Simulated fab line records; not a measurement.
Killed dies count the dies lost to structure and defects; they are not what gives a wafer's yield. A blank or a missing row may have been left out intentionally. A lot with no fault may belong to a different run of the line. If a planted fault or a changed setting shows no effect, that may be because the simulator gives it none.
A lot that was struck, set against a sound lot + flow gf180mcu + 45 steps out of a route of 602
Sound: the wafers L551.1, L551.2, L551.5. Wafers struck: L554.4, L554.5, L554.6. At the end, the cause is stated.
For every step that has rows: the tool of each side, followed by ch and its chambers, followed by its first start. Under that, the readings that differ: sound wafers + struck wafers + difference of the means + sigmas: that difference in standard deviations of wafers without a fault.
alike: readings with means less than 2 such deviations apart, plus words and numbers identical on both sides. not compared: withheld readings, readings lacking a value on some wafer, bounds such as >300 that could conceal the same value, and numbers that have no deviation in the record and whose values overlap.
Wherever a step has rows on one side only, a row that says differs or no value, or a row with sigmas, the two part there. Numbers that have no deviation but don't overlap get no sigmas and don't part them. Lack of a reading on every wafer of one side parts them only where that side has two or more wafers.

first, 2 steps without rows for these wafers: GF_DNWELL_DEVELOP_06 (develop time 60 s); GF_DNWELL_IMPLANT_07.
GF_DNWELL_STRIP_08: strips in O2/N2.
  sound on plasma-asher-04 ch 0,1, day 3 16:13; struck on plasma-asher-03 ch 0,1, day 4 09:10
  alike: chamber-pressure-mTorr, drypump-motor-current-A, heater-power-w, oes-product-au, strip-time-to-endpoint-s
  not compared: rf-hours-counter-h
GF_DNWELL_TW_MEAS_09:
  sound on film-metro-03, day 3 16:19; struck on film-metro-03, day 4 09:15
  alike: DNWELL_TW
then, 7 steps without rows for these wafers: GF_NWELL_DEHYDRATE_00 (time 60 s); GF_NWELL_HMDS_01 (prime time 60 s); GF_NWELL_COAT_02 (resist thk 3000 nm); GF_NWELL_SOFTBAKE_03; GF_NWELL_EXPOSE_04 (exposes mask Nwell, target cd 860 nm); GF_NWELL_PEB_05; GF_NWELL_DEVELOP_06 (develop time 60 s).
GF_NWELL_OVL_MEAS_07:
  sound on overlay-01, day 4 04:50; struck on overlay-01, day 4 22:44
  alike: NWELL_OVL
GF_NWELL_IMPLANT_08:
  sound on implanter-02 ch 0, day 4 04:52; struck on implanter-02 ch 0, day 4 22:50
| reading                   | sound                | struck               | difference | sigmas      |
|---------------------------|----------------------|----------------------|------------|-------------|
| beam-energy-keV           | 450.06 450.10 449.95 | 515.19 515.02 515.36 | +65.15     | +99 or more |
| model.implant.rp-nm (nm)  | 546.6 546.6 546.6    | 625 625 625          | +78        |             |
| model.implant.drp-nm (nm) | 123.9 123.9 123.9    | 132.3 132.3 132.3    | +8.4       |             |
  alike: end-station-pressure-torr
next, for these wafers, 1 step has no rows: GF_NWELL_IMPLANT_09.
GF_NWELL_STRIP_10: strips in O2/N2.
  sound on plasma-asher-03 ch 0,1, day 4 05:10; struck on plasma-asher-04 ch 0,1, day 4 23:05
  alike: chamber-pressure-mTorr, drypump-motor-current-A, heater-power-w, oes-product-au, strip-time-to-endpoint-s
  not compared: rf-hours-counter-h
GF_NWELL_TW_MEAS_11:
  sound on film-metro-04, day 4 05:16; struck on film-metro-04, day 4 23:11
  alike: NWELL_TW
then, 7 steps without rows for these wafers: GF_LVPWELL_DEHYDRATE_00 (time 60 s); GF_LVPWELL_HMDS_01 (prime time 60 s); GF_LVPWELL_COAT_02 (resist thk 3000 nm); GF_LVPWELL_SOFTBAKE_03; GF_LVPWELL_EXPOSE_04 (exposes mask LVPWELL, target cd 600 nm); GF_LVPWELL_PEB_05; GF_LVPWELL_DEVELOP_06 (develop time 60 s).
GF_LVPWELL_OVL_MEAS_07:
  sound on overlay-01, day 4 18:41; struck on overlay-01, day 5 13:46
  alike: LVPWELL_OVL
then, 2 steps without rows for these wafers: GF_LVPWELL_IMPLANT_08; GF_LVPWELL_IMPLANT_09.
GF_LVPWELL_STRIP_10: strips in O2/N2.
  sound on plasma-asher-02 ch 0,1, day 4 19:01; struck on plasma-asher-02 ch 0,1, day 5 14:07
  alike: chamber-pressure-mTorr, drypump-motor-current-A, heater-power-w, oes-product-au, strip-time-to-endpoint-s
  not compared: rf-hours-counter-h
GF_LVPWELL_TW_MEAS_11:
  sound on film-metro-04, day 4 19:07; struck on film-metro-02, day 5 14:12
  alike: LVPWELL_TW
then, 7 steps without rows for these wafers: GF_MVSD_DEHYDRATE_00 (time 60 s); GF_MVSD_HMDS_01 (prime time 60 s); GF_MVSD_COAT_02 (resist thk 3000 nm); GF_MVSD_SOFTBAKE_03; GF_MVSD_EXPOSE_04 (exposes mask MVSD, target cd 1000 nm); GF_MVSD_PEB_05; GF_MVSD_DEVELOP_06 (develop time 60 s).
GF_MVSD_OVL_MEAS_07:
  sound on overlay-02, day 5 09:20; struck on overlay-02, day 6 04:49
  alike: MVSD_OVL
then, 2 steps without rows for these wafers: GF_MVSD_IMPLANT_08; GF_MVSD_IMPLANT_09.
GF_MVSD_STRIP_10: strips in O2/N2.
  sound on plasma-asher-03 ch 0,1, day 5 09:40; struck on plasma-asher-02 ch 0,1, day 6 05:10
| reading                     | sound       | struck      | difference | sigmas |
|-----------------------------|-------------|-------------|------------|--------|
| drypump-motor-current-A (A) | 5.4 6.6 6.6 | 5.2 5.2 5.2 | -1.0       | -2     |
  alike: chamber-pressure-mTorr, heater-power-w, oes-product-au, strip-time-to-endpoint-s
  not compared: rf-hours-counter-h
GF_MVSD_TW_MEAS_11:
  sound on film-metro-01, day 5 09:47; struck on film-metro-04, day 6 05:15
  alike: MVSD_TW
then, 2 steps without rows for these wafers: GF_MVPSD_DEHYDRATE_00 (time 60 s); GF_MVPSD_HMDS_01 (prime time 60 s).
-- the record jumps here: 3 days lie between the struck wafers' starts before and after --
GF_VT_IMPLANT_RS_MEAS_47: a four-point-probe measurement.
  sound on film-metro-04, day 8 17:23; struck on film-metro-01, day 9 13:46
| reading           | sound             | struck            | difference | sigmas |
|-------------------|-------------------|-------------------|------------|--------|
| NWELL_RS (ohm/sq) | 490.4 490.5 490.7 | 476.6 476.3 476.2 | -14.2      | -10    |
  not compared: hold
GF_VT_IMPLANT_RS_MEAS_48: a four-point-probe measurement.
  sound on film-metro-04, day 8 17:31; struck on film-metro-01, day 9 15:53
| reading | sound | struck                                                                     | difference                   | sigmas |
|---------|-------|----------------------------------------------------------------------------|------------------------------|--------|
| hold    | - - - | await-dispo/1.9h/release await-dispo/1.9h/release await-dispo/1.9h/release | no value on the sound wafers |        |
  alike: LVPWELL_RS
GF_PASSIVATION_PROBE_99:
  rows exist in the record for the sound wafers here (prober-02, day 30 08:20), none for the struck ones

== WHERE THEY PART ==
At GF_NWELL_IMPLANT_08 first; at GF_PASSIVATION_PROBE_99 last (within this record only).

WHY: whatever the simulator had introduced
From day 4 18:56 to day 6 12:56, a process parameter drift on implanter-02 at GF_NWELL_IMPLANT_08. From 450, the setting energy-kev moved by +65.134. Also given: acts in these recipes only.
